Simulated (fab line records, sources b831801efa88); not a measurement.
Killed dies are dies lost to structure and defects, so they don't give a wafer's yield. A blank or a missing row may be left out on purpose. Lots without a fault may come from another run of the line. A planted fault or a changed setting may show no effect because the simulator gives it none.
A struck lot beside a sound one | flow sky130 | 24 steps out of a route of 708
Sound: wafers L681.1, L681.4, L681.5. Struck: wafers L684.1, L684.3, L684.4. The cause comes at the end.
At each step with rows: each side's tool, then ch and its chambers, then its first start. Under that, the readings that differ: sound wafers | struck wafers | difference of the means | sigmas: that difference in standard deviations of wafers without a fault.
alike: readings whose means differ by less than 2 such deviations, and words and numbers that are the same on both sides. not compared: withheld readings, readings that some wafer has no value for, bounds like >300 that may hide the same value, and numbers for which the record gives no deviation and whose values overlap.
The two part at a step that has a row with sigmas, a row that says differs or no value, or rows on one side only. Numbers that don't overlap but have no deviation are shown without sigmas and don't part them. A reading that every wafer of one side lacks parts them only if that side has two wafers or more.

first, 2 steps without rows for these wafers: SKY_POLY_GATE_CLEAN_19 (cleans in SC1/SC2, time 150 s); SKY_POLY_GATE_OXIDATION_20 (stabilise 600 s, purge 300 s, target thk 4 nm).
SKY_POLY_GATE_THK_MEAS_21:
  sound on film_metro-03, day 18 05:42; struck on film_metro-04, day 19 15:37
  alike: POLY_GATE_OXIDATION_THK
SKY_POLY_GATE_CD_MEAS_22:
  sound on cd_sem-01, day 18 05:56; struck on cd_sem-01, day 19 15:40
  alike: cd_nm
then, 7 steps without rows for these wafers: SKY_LDD_N_DEHYDRATE_00 (time 60 s); SKY_LDD_N_HMDS_01 (prime time 60 s); SKY_LDD_N_COAT_02 (resist thk 300 nm); SKY_LDD_N_SOFTBAKE_03 (time 60 s); SKY_LDD_N_EXPOSE_04 (exposes mask NTM, target cd 840 nm); SKY_LDD_N_PEB_05; SKY_LDD_N_DEVELOP_06 (develop time 60 s).
SKY_LDD_N_OVL_MEAS_07:
  sound on overlay-02, day 19 12:54; struck on overlay-01, day 20 22:51
  alike: LDD_N_OVL
SKY_LDD_N_IMPLANT_08:
  sound on implanter-04 ch 0, day 19 12:56; struck on implanter-01 ch 0, day 20 23:13
then, 7 steps without rows for these wafers: SKY_LDD_N_IMPLANT_09; SKY_LDD_N_IMPLANT_10; SKY_LDD_N_IMPLANT_11; SKY_LDD_N_IMPLANT_12; SKY_LDD_N_IMPLANT_13; SKY_LDD_N_IMPLANT_14; SKY_LDD_N_IMPLANT_15.
SKY_LDD_N_STRIP_16: strips in O2/N2.
  sound on plasma_asher-03 ch 0,1, day 19 14:08; struck on plasma_asher-02 ch 0,1, day 21 00:25
  reading                      | sound             | struck            | difference | sigmas
  strip_time_to_endpoint_s (s) | 4.312 4.303 4.311 | 4.513 4.511 4.496 | +0.198     | +13
  alike: drypump_motor_current_A, oes_product_au
  not compared: rf_hours_counter_h
SKY_LDD_N_TW_MEAS_17:
  sound on film_metro-01, day 19 14:14; struck on film_metro-01, day 21 00:31
  reading  | sound          | struck         | difference | sigmas
  LDD_N_TW | 2568 2555 2557 | 2681 2657 2675 | +111       | +6
then, 1 step without rows for these wafers: SKY_LDD_P_DEHYDRATE_00 (time 60 s).
-- the record jumps here: 27 days lie between the struck wafers' starts before and after (it left off in module LDD_P and takes up again in module PAD_OPEN, whose first step shown is number 708 of the route) --
SKY_PAD_OPEN_PROBE_99:
  sound on prober-02, day 47 03:42; struck on prober-01, day 48 00:50
  reading                                | sound                | struck               | difference | sigmas
  model.etest.tip_n.rs_ohm_sq            | 439.3 438.8 445.4    | 386.9 390 389        | -52.5      |
  model.etest.nfet_01v8_lvt.vt_sat_v (V) | 0.5459 0.5446 0.547  | 0.5076 0.5052 0.5089 | -0.0386    |
  model.etest.nfet_01v8.vt_sat_v (V)     | 0.6599 0.6544 0.6586 | 0.6237 0.6186 0.6244 | -0.0354    |
  alike: killed_at_M0_to_M3, killed_at_M4_up, killed_at_contacts, killed_at_front_end, killed_at_other, killed_dies, killed_on_rim, killed_open, killed_short

WHERE THEY PART
First at SKY_LDD_N_STRIP_16; last, within this record, at SKY_LDD_N_TW_MEAS_17. Later steps at which nothing parts them and some readings are alike: SKY_PAD_OPEN_PROBE_99.

WHY: what the simulator had put in
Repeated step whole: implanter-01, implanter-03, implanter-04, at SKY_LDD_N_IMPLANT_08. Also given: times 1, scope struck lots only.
